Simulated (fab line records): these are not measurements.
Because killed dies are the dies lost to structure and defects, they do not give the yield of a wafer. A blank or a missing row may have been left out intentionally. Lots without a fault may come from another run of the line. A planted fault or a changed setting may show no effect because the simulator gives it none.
A struck lot beside a sound one + flow sky130 + 21 steps out of a route of 708
Sound: the wafers L182.3, L182.5, L182.6. Struck: wafers L195.1, L195.6 (left out: L195.4, a lot-mate that was not struck); the cause follows at the end.
Per side, at each step with rows, come the tool, then ch with its chambers, and then its first start. Under that, the readings that differ: sound wafers + struck wafers + difference of the means + sigmas: that difference in standard deviations of wafers without a fault.
alike: words and numbers the same on both sides, and readings whose means are apart by under 2 such deviations; not compared: readings that were withheld, readings missing a value for some wafer, numbers with overlapping values and no deviation given by the record, and bounds like >300 which may hide the same value.
A row with sigmas, a row that says differs or no value, or rows on one side alone: a step with any of these is where the two part. When numbers do not overlap yet have no deviation, they are printed without sigmas and do not part them. A reading missing from all wafers of one side parts the sides only when that side holds two or more wafers.

first, 6 steps without rows for these wafers: SKY_LI_CONTACT_COAT_06 (resist thk 60 nm); SKY_LI_CONTACT_COAT_07 (resist thk 450 nm); SKY_LI_CONTACT_SOFTBAKE_08 (time 90 s); SKY_LI_CONTACT_EXPOSE_09 (exposes mask LICM1, target cd 170 nm); SKY_LI_CONTACT_PEB_10; SKY_LI_CONTACT_DEVELOP_11 (develop time 60 s).
SKY_LI_CONTACT_CD_MEAS_12: target cd 170 nm.
  sound on cd_sem-01 at day 30 00:08; struck on cd_sem-02 at day 34 00:42
  alike: cd_nm
SKY_LI_CONTACT_OVL_MEAS_13:
  sound on overlay-02 at day 30 00:14; struck on overlay-01 at day 34 00:49
  alike: LI_CONTACT_OVL
then, 1 step without rows for these wafers: SKY_LI_CONTACT_ETCH_14 (etches BARC in N2/H2, stops on SiO2, time 45.9 s, target depth 60 nm).
SKY_LI_CONTACT_ETCH_15: etches PSG in C4F8/O2/Ar, stops on Si, target depth 600 nm.
  sound on rie_diel-03 ch 0,1,2, day 30 00:18; struck on rie_diel-04 ch 1,2, day 34 00:54
  alike: oes_product_au
SKY_LI_CONTACT_STRIP_16: strips in O2/N2.
  sound on plasma_asher-04 ch 0,1, day 30 00:25; struck on plasma_asher-03 ch 0,1, day 34 00:59
  alike: drypump_motor_current_A, oes_product_au, strip_time_to_endpoint_s
  not compared: rf_hours_counter_h
then, 1 step without rows for these wafers: SKY_LI_CONTACT_CLEAN_17 (cleans in NMP, time 600 s).
SKY_LI_CONTACT_PRE_CLEAN_18: time 5.6 s.
  sound on pvd_sputter-03 at day 30 00:43; struck on pvd_sputter-03 at day 34 01:16
| reading                                       | sound           | struck      | difference | sigmas |
|-----------------------------------------------|-----------------|-------------|------------|--------|
| model.PSG_of_LI_CONTACT_HDPCVD_00.thk_nm (nm) | 592.5 593 592.9 | 595.9 596.9 | +3.6       |        |
then, 1 step without rows for these wafers: SKY_LI_CONTACT_SPUTTER_19 (material Ti, target thk 20 nm, time 106.37 s).
SKY_LI_CONTACT_SPUTTER_20: material TiN, target thk 20 nm, time 80 s.
  sound on pvd_sputter-03 at day 30 00:49; struck on pvd_sputter-03 at day 34 01:22
  alike: throttle_valve_pct
SKY_LI_CONTACT_CVD_21: deposits W, target thk 400 nm, time 120.56 s.
  sound on cvd_w-01 ch 0,1, day 30 00:55; struck on cvd_w-01 ch 0,1, day 34 01:25
  alike: heater_power_w
SKY_LI_CONTACT_RS_MEAS_22: measures by four-point-probe.
  sound on film_metro-03 at day 30 01:02; struck on film_metro-01 at day 34 01:32
  alike: LI_CONTACT_W_RS
SKY_LI_CONTACT_THK_MEAS_23: measures by xrf.
  sound on film_metro-03 at day 30 01:08; struck on film_metro-01 at day 34 01:40
  alike: LI_CONTACT_W_THK
SKY_LI_CONTACT_CMP_24: polishes, stops on PSG, t overpolish 20 s, target thk 0 nm.
  sound on cmp-02 ch 0,2,3, day 30 01:16; struck on cmp-02 ch 0, day 34 01:43
| reading                                       | sound             | struck      | difference | sigmas |
|-----------------------------------------------|-------------------|-------------|------------|--------|
| model.PSG_of_LI_CONTACT_HDPCVD_00.thk_nm (nm) | 588.1 588.6 588.5 | 591.5 592.5 | +3.6       |        |
  alike: motor_current_A, overpolish_run_s, platen_rpm, time_to_endpoint_s
SKY_LOCAL_INTERCONNECT_SPUTTER_00: material TiN, target thk 100 nm, time 83.3 s.
  sound on pvd_sputter-04 at day 30 01:28; struck on pvd_sputter-01 at day 34 02:01
  alike: throttle_valve_pct
-- the record jumps here: 15 days lie between the struck wafers' starts before and after (it left off in module LOCAL_INTERCONNECT and takes up again in module PAD_OPEN, whose first step shown is number 708 of the route) --
SKY_PAD_OPEN_PROBE_99:
  sound on prober-01 at day 46 14:17; struck on prober-02 at day 49 08:26
| reading                                | sound             | struck      | difference | sigmas |
|----------------------------------------|-------------------|-------------|------------|--------|
| model.etest.nfet_g5v0d10v5.r_on_ohm_um | 1886 1901 1902    | 1939 1939   | +43        |        |
| model.etest.licon_ndiff.rc_ohm         | 186.5 180.8 180.4 | 203.1 216   | +27.0      |        |
| model.etest.nfet_01v8.r_on_ohm_um      | 817.4 839 817.1   | 856.8 848.6 | +28.2      |        |
| model.etest.licon_pdiff.rc_ohm         | 573.4 575.3 589.1 | 612.4 616.1 | +35.0      |        |
| model.etest.licon_poly.rc_ohm          | 151.5 146.2 151.2 | 163.2 166.6 | +15.3      |        |
  alike: killed_at_M0_to_M3, killed_at_M4_up, killed_at_contacts, killed_at_front_end, killed_at_other, killed_dies, killed_open, killed_short
  not compared: model.etest.sonos_uncharged.r_on_ohm_um

## WHERE THEY PART
Nowhere in this record.

WHY: what had been put in by the simulator
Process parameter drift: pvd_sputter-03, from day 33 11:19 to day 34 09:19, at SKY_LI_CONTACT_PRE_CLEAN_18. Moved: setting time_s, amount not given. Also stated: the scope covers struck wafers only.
